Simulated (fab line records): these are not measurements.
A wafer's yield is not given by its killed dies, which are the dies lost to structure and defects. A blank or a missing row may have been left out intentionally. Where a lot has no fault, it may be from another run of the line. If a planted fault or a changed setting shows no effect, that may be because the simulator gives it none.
Which tool is to blame? + flow sky130 + 13 lots with 39 wafers sampled at 4 steps, on a route of 708 steps

== WHAT THE GAUGES READ, wafer by wafer ==
SKY_CONTACT_THK_MEAS_01. Usual: CONTACT_CVD_00_THK typically reads 75.2 nm, with standard deviation 0.96.
| lot  | measured     | on            | CONTACT_CVD_00_THK (nm) | flag |
|------|--------------|---------------|-------------------------|------|
| L809 | day 30 11:16 | film-metro-03 | 74.3 75.9 75.2          |      |
| L811 | day 31 10:28 | film-metro-04 | 74.0 73.6 74.9          |      |
| L812 | day 32 01:44 | film-metro-04 | 74.7 75.1 75.2          |      |
| L814 | day 32 13:00 | film-metro-02 | 73.0 73.2 75.1          |      |
| L815 | day 32 18:34 | film-metro-04 | 74.9 76.4 76.5          |      |
| L817 | day 33 05:34 | film-metro-04 | 74.8 76.1 75.7          |      |
| L818 | day 33 18:37 | film-metro-04 | 73.1 75.4 74.4          |      |
| L819 | day 34 04:50 | film-metro-04 | 75.3 75.9 76.5          |      |
| L821 | day 34 16:17 | film-metro-03 | 73.9 75.4 75.3          |      |
| L823 | day 35 08:29 | film-metro-03 | 76.1 76.5 75.4          |      |
| L829 | day 36 20:41 | film-metro-02 | 74.3 75.5 75.7          |      |
| L830 | day 37 15:53 | film-metro-03 | 75.6 76.8 76.4          |      |
| L831 | day 37 21:19 | film-metro-02 | 75.3 77.0 77.6          |      |

== EACH LOT AND THE TOOL THAT RAN IT (in order: tool; ch and the chambers of the sampled wafers; start) ==
| lot  | SKY_LDD_HVP_EXPOSE_04               | SKY_LI_CONTACT_SPUTTER_20    | SKY_LOCAL_INTERCONNECT_SPUTTER_00 |
|------|-------------------------------------|------------------------------|-----------------------------------|
| L809 | iline-stepper-01 ch 0, day 20 21:44 | pvd-sputter-03, day 29 05:13 | pvd-sputter-02, day 29 05:52      |
| L811 | iline-stepper-01 ch 0, day 22 02:38 | pvd-sputter-01, day 30 04:58 | pvd-sputter-04, day 30 05:38      |
| L812 | iline-stepper-01 ch 0, day 22 17:27 | pvd-sputter-03, day 30 20:56 | pvd-sputter-02, day 30 21:36      |
| L814 | iline-stepper-02 ch 0, day 23 07:03 | pvd-sputter-03, day 31 07:37 | pvd-sputter-04, day 31 08:19      |
| L815 | iline-stepper-02 ch 0, day 23 14:52 | pvd-sputter-01, day 31 14:20 | pvd-sputter-04, day 31 15:00      |
| L817 | iline-stepper-01 ch 0, day 24 02:17 | pvd-sputter-01, day 32 02:01 | pvd-sputter-02, day 32 02:41      |
| L818 | iline-stepper-02 ch 0, day 24 17:10 | pvd-sputter-03, day 32 15:08 | pvd-sputter-03, day 32 15:48      |
| L819 | iline-stepper-02 ch 0, day 25 01:12 | pvd-sputter-01, day 33 00:01 | pvd-sputter-02, day 33 00:41      |
| L821 | iline-stepper-02 ch 0, day 25 15:56 | pvd-sputter-01, day 33 12:07 | pvd-sputter-03, day 33 12:46      |
| L823 | iline-stepper-01 ch 0, day 26 07:52 | pvd-sputter-03, day 34 03:31 | pvd-sputter-02, day 34 04:11      |
| L829 | iline-stepper-01 ch 0, day 28 02:31 | pvd-sputter-01, day 35 16:34 | pvd-sputter-02, day 35 17:14      |
| L830 | iline-stepper-01 ch 0, day 28 23:31 | pvd-sputter-01, day 36 11:55 | pvd-sputter-04, day 36 12:35      |
| L831 | iline-stepper-01 ch 0, day 29 05:31 | pvd-sputter-03, day 36 17:41 | pvd-sputter-02, day 36 18:21      |
- SKY_LDD_HVP_EXPOSE_04: exposes mask HVPTM, target cd 700 nm.
- SKY_LI_CONTACT_SPUTTER_20: material TiN, target thk 20 nm, time 80 s.
- SKY_LOCAL_INTERCONNECT_SPUTTER_00: material TiN, target thk 100 nm, time 83.3 s.

== WHAT THE TOOLS THEMSELVES READ (means of the sampled wafers that have a number; where no wafer has one, the mark that the record gives instead) ==
SKY_LDD_HVP_EXPOSE_04. Usual: exposure-dose-mJ-cm2 85.99, standard deviation 0.076; stage-vel-mm-s 499.96 mm/s, standard deviation 0.24.
| lot  | tool             | exposure-dose-mJ-cm2 | stage-vel-mm-s (mm/s) | flag |
|------|------------------|----------------------|-----------------------|------|
| L809 | iline-stepper-01 | 86.06                | 500.10                |      |
| L811 | iline-stepper-01 | 86.01                | 499.77                |      |
| L812 | iline-stepper-01 | 85.98                | 500.37                |      |
| L814 | iline-stepper-02 | 86.06                | 500.20                |      |
| L815 | iline-stepper-02 | 86.04                | 500.00                |      |
| L817 | iline-stepper-01 | 85.90                | 499.89                |      |
| L818 | iline-stepper-02 | 86.06                | 499.62                |      |
| L819 | iline-stepper-02 | 86.01                | 499.96                |      |
| L821 | iline-stepper-02 | 86.09                | 499.87                |      |
| L823 | iline-stepper-01 | 85.99                | 499.85                |      |
| L829 | iline-stepper-01 | 85.93                | 500.20                |      |
| L830 | iline-stepper-01 | 85.97                | 499.91                |      |
| L831 | iline-stepper-01 | 85.92                | 499.77                |      |

SKY_LI_CONTACT_SPUTTER_20. Usual: throttle-valve-pct 29.9 %, standard deviation 0.93.
| lot  | tool           | throttle-valve-pct (%) | flag |
|------|----------------|------------------------|------|
| L809 | pvd-sputter-03 | 30.4                   |      |
| L811 | pvd-sputter-01 | 29.1                   |      |
| L812 | pvd-sputter-03 | 29.8                   |      |
| L814 | pvd-sputter-03 | 30.3                   |      |
| L815 | pvd-sputter-01 | 31.0                   |      |
| L817 | pvd-sputter-01 | 29.7                   |      |
| L818 | pvd-sputter-03 | 29.7                   |      |
| L819 | pvd-sputter-01 | 30.3                   |      |
| L821 | pvd-sputter-01 | 28.6                   |      |
| L823 | pvd-sputter-03 | 30.2                   |      |
| L829 | pvd-sputter-01 | 29.6                   |      |
| L830 | pvd-sputter-01 | 31.0                   |      |
| L831 | pvd-sputter-03 | 29.8                   |      |

SKY_LOCAL_INTERCONNECT_SPUTTER_00. Usual: throttle-valve-pct 30.2 %, standard deviation 0.51.
| lot  | tool           | throttle-valve-pct (%) | flag |
|------|----------------|------------------------|------|
| L809 | pvd-sputter-02 | 30.4                   |      |
| L811 | pvd-sputter-04 | 30.1                   |      |
| L812 | pvd-sputter-02 | 30.2                   |      |
| L814 | pvd-sputter-04 | 30.1                   |      |
| L815 | pvd-sputter-04 | 30.2                   |      |
| L817 | pvd-sputter-02 | 30.2                   |      |
| L818 | pvd-sputter-03 | 29.9                   |      |
| L819 | pvd-sputter-02 | 30.7                   |      |
| L821 | pvd-sputter-03 | 29.9                   |      |
| L823 | pvd-sputter-02 | 30.8                   |      |
| L829 | pvd-sputter-02 | 30.5                   |      |
| L830 | pvd-sputter-04 | 29.7                   |      |
| L831 | pvd-sputter-02 | 30.7                   |      |

== THE ANSWER, worked out from the rows above alone ==
Rule: a lot counts as off when the mean over its wafers that have a number is more than 3 standard deviations away from the usual mean. Also off: a lot with no number at a reading for which 4 or more lots have one. Where the step has rows for the other lots, those lots are counted as sound. The gauges are gone through in route order, then the tools' own readings, and for those a lot's mean is taken as printed above. At the first step where some lot is off, the reading lying furthest off is the one used; lots without a number count as furthest.
No lot is off on any of the readings shown, so nothing can be concluded from this.

== WHAT THE SIMULATOR HAD INSERTED ==
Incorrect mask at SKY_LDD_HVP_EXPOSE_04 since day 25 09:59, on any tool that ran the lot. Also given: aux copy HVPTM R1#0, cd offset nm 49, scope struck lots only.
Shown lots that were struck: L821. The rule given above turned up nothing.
